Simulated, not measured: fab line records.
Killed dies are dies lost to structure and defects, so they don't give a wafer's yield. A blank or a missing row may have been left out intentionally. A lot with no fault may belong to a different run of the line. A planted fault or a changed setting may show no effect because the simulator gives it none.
Matching of chambers :: flow gf180mcu :: cmp-02 running GF_V5_CMP_04: 4 sister chambers
The step polishes SiO2. 4 wafers are shown with their chamber, then 9 later ones without.

WAFERS, EACH WITH ITS CHAMBER
wafer: L959.3
chamber: 3
motor current A (A): 12.2

wafer: L959.4
chamber: 1
motor current A (A): 11.9

wafer: L961.4
chamber: 2
motor current A (A): 15.9

wafer: L961.6
chamber: 0
motor current A (A): 12.4

WAFERS WHOSE CHAMBER IS MISSING
wafer: L962.3
motor current A (A): 12.6

wafer: L962.5
motor current A (A): 15.4

wafer: L962.6
motor current A (A): 12.3

wafer: L965.3
motor current A (A): 12.8

wafer: L965.4
motor current A (A): 12.4

wafer: L965.5
motor current A (A): 15.4

wafer: L966.2
motor current A (A): 12.5

wafer: L966.3
motor current A (A): 15.8

wafer: L966.5
motor current A (A): 16.0

CHAMBER TAKEN BY EACH
wafer: L962.3
from the rows above: can't be placed: 0 or 3 or 1
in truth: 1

wafer: L962.5
from the rows above: 2
in truth: 2

wafer: L962.6
from the rows above: can't be placed: 0 or 3 or 1
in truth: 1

wafer: L965.3
from the rows above: can't be placed: 0 or 3 or 1
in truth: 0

wafer: L965.4
from the rows above: can't be placed: 0 or 3 or 1
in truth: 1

wafer: L965.5
from the rows above: 2
in truth: 2

wafer: L966.2
from the rows above: can't be placed: 0 or 3 or 1
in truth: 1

wafer: L966.3
from the rows above: 2
in truth: 2

wafer: L966.5
from the rows above: 2
in truth: 2
4 of 9 placed correctly. Can't be placed from these rows: 5 (the true chamber is among the candidates in 5). Number placed wrongly: 0.
How it was worked out, from the rows above alone: a wafer's distance from a chamber is the root of the sum, over the readings, of the square of ((its reading less the chamber's mean) divided by the reading's scatter). The wafer belongs to the nearest chamber; if the next one is less than 2 further off, it can't be placed. A chamber's mean is the mean of its shown wafers. The scatter (one wafer shown for each chamber): square how far every hidden wafer sits from the nearest shown wafer, average those squares and take the square root.
